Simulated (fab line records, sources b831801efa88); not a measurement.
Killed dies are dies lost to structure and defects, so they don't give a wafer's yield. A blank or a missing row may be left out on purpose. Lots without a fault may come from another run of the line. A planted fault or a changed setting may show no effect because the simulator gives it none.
A struck lot beside a sound one | flow sky130 | 44 steps out of a route of 708
Sound: wafers L727.2, L727.5, L727.6. Struck: wafer L734.6. (L734.4 of the same lot was not struck and is left out.) The cause comes at the end.
At each step with rows: each side's tool, then ch and its chambers, then its first start. Under that, the readings that differ: sound wafers | struck wafers | difference of the means | sigmas: that difference in standard deviations of wafers without a fault.
alike: readings whose means differ by less than 2 such deviations, and words and numbers that are the same on both sides. not compared: withheld readings, readings that some wafer has no value for, bounds like >300 that may hide the same value, and numbers for which the record gives no deviation and whose values overlap.
The two part at a step that has a row with sigmas, a row that says differs or no value, or rows on one side only. Numbers that don't overlap but have no deviation are shown without sigmas and don't part them. A reading that every wafer of one side lacks parts them only if that side has two wafers or more.

first, 3 steps without rows for these wafers: SKY_VIA3_CLEAN_18 (cleans in IPA, time 180 s); SKY_VIA3_CLEAN_19 (cleans in O3/DIW); SKY_VIA3_SPUTTER_20 (material TiN, target thk 20 nm, time 80 s).
SKY_VIA3_CVD_21: deposits W, target thk 390 nm, time 117.31 s.
  sound on cvd_w-01 ch 0,1, day 42 04:25; struck on cvd_w-02 ch 0, day 44 13:05
  alike: heater_power_outer_w, heater_power_w, susceptor_temp_C
SKY_VIA3_RS_MEAS_22: measures by four-point-probe.
  sound on film_metro-01, day 42 04:33; struck on film_metro-02, day 44 13:14
  alike: VIA3_W_RS
SKY_VIA3_THK_MEAS_23: measures by xrf.
  sound on film_metro-01, day 42 04:40; struck on film_metro-02, day 44 13:19
  reading         | sound       | struck | difference | sigmas
  VIA3_W_THK (nm) | 412 404 409 | 422    | +14        | +2
then, 1 step without rows for these wafers: SKY_VIA3_CMP_24 (polishes, stops on SiO2, t overpolish 20 s, target thk 0 nm).
SKY_METAL4_SPUTTER_00: material Ti, target thk 15 nm, time 10 s.
  sound on pvd_sputter-02, day 42 05:01; struck on pvd_sputter-04, day 44 13:39
  alike: throttle_valve_pct
then, 1 step without rows for these wafers: SKY_METAL4_SPUTTER_01 (material TiN, target thk 20 nm, time 16.7 s).
SKY_METAL4_SPUTTER_02: material AlCu, target thk 735 nm, time 39.1 s.
  sound on pvd_sputter-02, day 42 05:04; struck on pvd_sputter-04, day 44 13:42
  alike: throttle_valve_pct
then, 2 steps without rows for these wafers: SKY_METAL4_SPUTTER_03 (material Ti, target thk 5 nm, time 3.3 s); SKY_METAL4_SPUTTER_04 (material TiN, target thk 70 nm, time 58.3 s).
SKY_CAP2M_CVD_00: deposits SiO2, target thk 15.5 nm.
  sound on pecvd-03 ch 0,1,2, day 42 05:10; struck on pecvd-03 ch 0, day 44 13:49
  reading                                | sound            | struck | difference | sigmas
  model.SiO2_of_CAP2M_CVD_00.thk_nm (nm) | 15.21 15.7 15.27 | 29.99  | +14.60     |
  alike: heater_power_outer_w, heater_power_w, susceptor_temp_C
SKY_CAP2M_THK_MEAS_01:
  sound on film_metro-01, day 42 05:12; struck on film_metro-01, day 44 13:52
  reading               | sound             | struck | difference | sigmas
  CAP2M_CVD_00_THK (nm) | 15.22 15.77 15.26 | 29.97  | +14.55     | +63
then, 1 step without rows for these wafers: SKY_CAP2M_SPUTTER_02 (material TiN, target thk 200 nm, time 166.7 s).
SKY_CAP2M_RS_MEAS_03: measures by four-point-probe.
  sound on film_metro-04, day 42 05:22; struck on film_metro-01, day 44 14:04
  alike: CAP2M_TIN_RS
SKY_CAP2M_THK_MEAS_04: measures by xrf.
  sound on film_metro-04, day 42 05:29; struck on film_metro-01, day 44 14:10
  alike: CAP2M_TIN_THK
then, 7 steps without rows for these wafers: SKY_CAP2M_DEHYDRATE_05 (time 60 s); SKY_CAP2M_HMDS_06 (prime time 60 s); SKY_CAP2M_COAT_07 (resist thk 1140 nm); SKY_CAP2M_SOFTBAKE_08 (time 60 s); SKY_CAP2M_EXPOSE_09 (exposes mask CAP2M, target cd 1000 nm); SKY_CAP2M_PEB_10; SKY_CAP2M_DEVELOP_11 (develop time 60 s).
SKY_CAP2M_OVL_MEAS_12:
  sound on overlay-01, day 43 05:11; struck on overlay-02, day 45 12:31
  alike: CAP2M_OVL
SKY_CAP2M_METAL_ETCH_13: etches TiN in Cl2/BCl3, stops on SiO2, target depth 220 nm, time 62.9 s.
  sound on rie_metal-02 ch 0,1, day 43 05:13; struck on rie_metal-01 ch 0, day 45 12:33
  alike: drypump_motor_current_A, oes_product_au, throttle_valve_pct
  not compared: rf_hours_counter_h
then, 12 steps without rows for these wafers: SKY_CAP2M_STRIP_14 (strips in O2/N2); SKY_CAP2M_STRIP_15 (strips in post etch residue remover, time 1200 s); SKY_CAP2M_CLEAN_16 (cleans in IPA, time 180 s); SKY_CAP2M_CLEAN_17 (cleans in O3/DIW); SKY_METAL4_DEHYDRATE_05 (time 60 s); SKY_METAL4_HMDS_06 (prime time 60 s); SKY_METAL4_COAT_07 (resist thk 60 nm); SKY_METAL4_COAT_08 (resist thk 1140 nm); SKY_METAL4_SOFTBAKE_09 (time 90 s); SKY_METAL4_EXPOSE_10 (exposes mask MM4, target cd 300 nm); SKY_METAL4_PEB_11; SKY_METAL4_DEVELOP_12 (develop time 60 s).
SKY_METAL4_CD_MEAS_13: target cd 300 nm.
  sound on cd_sem-02, day 44 05:44; struck on cd_sem-02, day 46 12:02
  alike: cd_nm
SKY_METAL4_OVL_MEAS_14:
  sound on overlay-01, day 44 05:50; struck on overlay-01, day 46 12:07
  alike: METAL4_OVL
SKY_METAL4_DESCUM_15: chemistry O2, time 8 s.
  sound on rie_metal-04 ch 0,1, day 44 05:52; struck on rie_metal-04 ch 1, day 46 12:08
  reading    | sound             | struck | difference | sigmas
  temp_c (C) | 39.81 39.94 39.85 | 40.27  | +0.40      | +4
  alike: drypump_motor_current_A, oes_product_au
  not compared: rf_hours_counter_h
then, 1 step without rows for these wafers: SKY_METAL4_ETCH_16 (etches BARC in N2/H2, stops on SiO2, time 88.2 s, target depth 60 nm).
SKY_METAL4_ETCH_17: etches SiO2 in C4F8/O2/Ar, stops on TiN, time 3.9 s, target depth 15 nm.
  sound on rie_diel-02 ch 1,2, day 44 06:00; struck on rie_diel-04 ch 0, day 46 12:16
  reading                  | sound             | struck | difference | sigmas
  oes_product_au (a.u.)    | 0.748 0.755 0.750 | 1.002  | +0.251     | +36
  model.etch.depth_nm (nm) | 15.21 15.7 15.27  | 25.48  | +10.09     |
  not compared: rf_hours_counter_h
-- the record jumps here: 4 days lie between the struck wafers' starts before and after (it left off in module METAL4 and takes up again in module PAD_OPEN, whose first step shown is number 708 of the route) --
SKY_PAD_OPEN_PROBE_99:
  sound on prober-02, day 48 03:37; struck on prober-01, day 50 02:05
  reading                                | sound             | struck | difference | sigmas
  killed_at_other                        | 0 0 0             | 2      | +2         | +3
  model.etest.tester.sort_n_pass         | 409 406 388       | 0      | -401       |
  model.etest.tester.sort_yield_pct (%)  | 83.13 82.52 78.86 | 0      | -82        |
  model.etest.tester.sort_bin_3_pct (%)  | 0.6098 1.22 1.22  | 81.71  | +80.69     |
  model.etest.licon_poly.short           | 0 0 0             | 1      | +1         |
  model.etest.res_iso_pwell.short        | 0 0 0             | 1      | +1         |
  model.etest.via4_chain.short           | 0 0 0             | 1      | +1         |
  model.etest.met4.short                 | 0 0 0             | 1      | +1         |
  model.etest.sram_pfet_latch.over_limit | 0 0 0             | 1      | +1         |
  alike: defect_limited_yield, killed_at_M0_to_M3, killed_at_M4_up, killed_at_contacts, killed_at_front_end, killed_dies, killed_open, killed_short

WHERE THEY PART
First at SKY_VIA3_THK_MEAS_23; last, within this record, at SKY_PAD_OPEN_PROBE_99.

WHY: what the simulator had put in
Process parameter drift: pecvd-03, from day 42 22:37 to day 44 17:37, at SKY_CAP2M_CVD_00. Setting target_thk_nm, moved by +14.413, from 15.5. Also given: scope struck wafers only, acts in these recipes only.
